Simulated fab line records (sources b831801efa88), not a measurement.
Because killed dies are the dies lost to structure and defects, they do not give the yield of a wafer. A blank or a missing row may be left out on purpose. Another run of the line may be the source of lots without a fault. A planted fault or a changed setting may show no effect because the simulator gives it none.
Which of the tools did it? | flow sky130 | 36 wafers from 12 lots sampled at 4 of the route's 708 steps

## WHAT THE GAUGES READ, wafer by wafer
No reading from a measuring or inspecting step in the record can be judged against a usual standard deviation.

## WHICH TOOL RAN EACH LOT (tool, then ch and the chambers of the sampled wafers, then the start)
lot  | SKY_VIA3_CVD_21               | SKY_METAL4_DESCUM_15              | SKY_METAL4_METAL_ETCH_18          | SKY_VIA4_CMP_02
L404 | cvd w-02 ch 0,1, day 40 14:06 | rie metal-02 ch 0,1, day 42 14:05 | rie metal-01 ch 0,1, day 42 14:14 | cmp-02 ch 1,2,3, day 42 15:14
L407 | cvd w-02 ch 0,1, day 41 02:11 | rie metal-02 ch 0,1, day 43 02:56 | rie metal-01 ch 0,1, day 43 03:05 | cmp-01 ch 1,2,3, day 43 04:05
L408 | cvd w-01 ch 0,1, day 41 03:12 | rie metal-02 ch 0,1, day 43 03:55 | rie metal-04 ch 0,1, day 43 04:04 | cmp-01 ch 2,3, day 43 05:04
L410 | cvd w-01 ch 0,1, day 41 13:11 | rie metal-01 ch 0,1, day 43 12:56 | rie metal-02 ch 0,1, day 43 13:05 | cmp-02 ch 0,1,3, day 43 14:05
L411 | cvd w-01 ch 0,1, day 42 02:49 | rie metal-02 ch 1, day 44 02:34   | rie metal-04 ch 0,1, day 44 02:53 | cmp-01 ch 0,3, day 44 03:55
L412 | cvd w-02 ch 0,1, day 42 04:19 | rie metal-01 ch 0,1, day 44 03:17 | rie metal-02 ch 1, day 44 03:33   | cmp-01 ch 0,1,2, day 44 04:37
L413 | cvd w-02 ch 0,1, day 42 18:30 | rie metal-01 ch 0,1, day 44 16:34 | rie metal-02 ch 1, day 44 16:43   | cmp-02 ch 0,1,3, day 44 17:59
L414 | cvd w-02 ch 0,1, day 43 02:42 | rie metal-02 ch 0,1, day 45 01:09 | rie metal-04 ch 0,1, day 45 01:18 | cmp-02 ch 2,3, day 45 02:18
L416 | cvd w-01 ch 0,1, day 44 21:33 | rie metal-04 ch 0, day 46 17:56   | rie metal-02 ch 0,1, day 46 18:05 | cmp-01 ch 1,2,3, day 46 19:05
L418 | cvd w-01 ch 0,1, day 45 00:47 | rie metal-04 ch 0, day 46 20:45   | rie metal-02 ch 1, day 46 20:54   | cmp-02 ch 0,2, day 46 21:57
L422 | cvd w-02 ch 0,1, day 45 02:26 | rie metal-02 ch 0, day 46 22:25   | rie metal-02 ch 0, day 46 22:44   | cmp-01 ch 1,2,3, day 46 23:55
L423 | cvd w-02 ch 0,1, day 45 08:50 | rie metal-04 ch 0, day 47 04:29   | rie metal-02 ch 0, day 47 04:38   | cmp-01 ch 2,3, day 47 05:52
- SKY_VIA3_CVD_21: deposits W, target thk 390 nm, time 117.31 s.
- SKY_METAL4_DESCUM_15: chemistry O2, time 8 s.
- SKY_METAL4_METAL_ETCH_18: etches the open film in Cl2/BCl3, stops on SiO2, target depth 845 nm, time 183.1 s.
- SKY_VIA4_CMP_02: polishes SiO2.

## AS READ BY THE TOOLS THEMSELVES (means over the sampled wafers that have a number; for cases with no such wafer, the mark the record gives instead)
SKY_VIA3_CVD_21. Usual: heater power w 919 W, standard deviation 150.
lot  | tool     | heater power w (W) | flag
L404 | cvd w-02 | 861                |
L407 | cvd w-02 | 811                |
L408 | cvd w-01 | 950                |
L410 | cvd w-01 | 931                |
L411 | cvd w-01 | 934                |
L412 | cvd w-02 | 854                |
L413 | cvd w-02 | 854                |
L414 | cvd w-02 | 867                |
L416 | cvd w-01 | 1063               |
L418 | cvd w-01 | 952                |
L422 | cvd w-02 | 823                |
L423 | cvd w-02 | 801                |

SKY_METAL4_DESCUM_15. Usual: drypump motor current A 5.7 A, standard deviation 0.43; oes product au 0.997 a.u., standard deviation 0.0098.
lot  | tool         | drypump motor current A (A) | oes product au (a.u.) | flag
L404 | rie metal-02 | 5.7                         | 0.991                 |
L407 | rie metal-02 | 5.7                         | 0.991                 |
L408 | rie metal-02 | 5.7                         | 1.001                 |
L410 | rie metal-01 | 5.8                         | 0.993                 |
L411 | rie metal-02 | 6.0                         | 0.985                 |
L412 | rie metal-01 | 5.9                         | 1.006                 |
L413 | rie metal-01 | 5.9                         | 0.999                 |
L414 | rie metal-02 | 5.6                         | 1.005                 |
L416 | rie metal-04 | 6.3                         | 0.997                 |
L418 | rie metal-04 | 6.3                         | 0.999                 |
L422 | rie metal-02 | 5.1                         | 1.001                 |
L423 | rie metal-04 | 6.3                         | 0.998                 |

SKY_METAL4_METAL_ETCH_18. Usual: chamber pressure mTorr 10.001 mTorr, standard deviation 0.0094; drypump motor current A 5.6 A, standard deviation 0.45; oes product au 0.867 a.u., standard deviation 0.0061; throttle valve pct 22.264 %, standard deviation 0.0099.
lot  | tool         | chamber pressure mTorr (mTorr) | drypump motor current A (A) | oes product au (a.u.) | throttle valve pct (%) | flag
L404 | rie metal-01 | 10.007                         | 5.9                         | 0.869                 | 22.260                 |
L407 | rie metal-01 | 9.996                          | 5.9                         | 0.874                 | 22.261                 |
L408 | rie metal-04 | 9.998                          | 6.0                         | 0.863                 | 22.260                 |
L410 | rie metal-02 | 9.992                          | 5.4                         | 0.876                 | 22.262                 |
L411 | rie metal-04 | 10.003                         | 6.0                         | 0.875                 | 22.261                 |
L412 | rie metal-02 | 9.991                          | 5.9                         | 0.860                 | 22.260                 |
L413 | rie metal-02 | 9.999                          | 6.0                         | 0.859                 | 22.268                 |
L414 | rie metal-04 | 9.992                          | 5.7                         | 0.861                 | 22.265                 |
L416 | rie metal-02 | 10.002                         | 5.4                         | 0.865                 | 22.263                 |
L418 | rie metal-02 | 10.008                         | 6.0                         | 0.866                 | 22.263                 |
L422 | rie metal-02 | 11.995                         | 5.1                         | 0.866                 | 22.267                 | OFF
L423 | rie metal-02 | 12.006                         | 5.1                         | 0.874                 | 22.266                 | OFF

SKY_VIA4_CMP_02. Usual: motor current A 12.8 A, standard deviation 1.5; retaining ring pressure frac 1.000, standard deviation 0.0048; slurry flow ml min 150.0, standard deviation 0.43.
lot  | tool   | motor current A (A) | retaining ring pressure frac | slurry flow ml min | flag
L404 | cmp-02 | 13.6                | 1.002                        | 149.8              |
L407 | cmp-01 | 13.1                | 1.000                        | 150.0              |
L408 | cmp-01 | 14.1                | 0.998                        | 149.5              |
L410 | cmp-02 | 12.6                | 1.000                        | 150.1              |
L411 | cmp-01 | 13.4                | 1.003                        | 149.6              |
L412 | cmp-01 | 12.0                | 1.000                        | 150.5              |
L413 | cmp-02 | 12.3                | 1.000                        | 149.9              |
L414 | cmp-02 | 13.5                | 0.998                        | 150.7              |
L416 | cmp-01 | 13.1                | 0.997                        | 150.0              |
L418 | cmp-02 | 12.4                | 0.999                        | 149.9              |
L422 | cmp-01 | 13.0                | 1.004                        | 149.6              |
L423 | cmp-01 | 14.1                | 0.997                        | 150.1              |

## THE ANSWER, worked out from the rows above alone
Rule: take the mean of a lot's wafers that have a number; if it is more than 3 standard deviations from the usual mean, the lot is off. A lot without any number at a reading at which 4 lots or more have one is off too. Any other lot the step has rows for is counted as sound. After the gauges, taken in route order, come the tools' own readings; for these a lot's mean is taken, as printed above. At the first step where some lot is off, the reading lying furthest off is the one used; lots without a number count as furthest.
Off: L422, L423, at SKY_METAL4_METAL_ETCH_18 (chamber pressure mTorr).
A tool fits if, at that step or a process step before it, it ran every lot that is off, and no sound lot after the first of them. Can't be told from this: 2 tools fit, cvd w-02 at SKY_VIA3_CVD_21, rie metal-02 at SKY_METAL4_METAL_ETCH_18.

## WHAT THE SIMULATOR PUT IN
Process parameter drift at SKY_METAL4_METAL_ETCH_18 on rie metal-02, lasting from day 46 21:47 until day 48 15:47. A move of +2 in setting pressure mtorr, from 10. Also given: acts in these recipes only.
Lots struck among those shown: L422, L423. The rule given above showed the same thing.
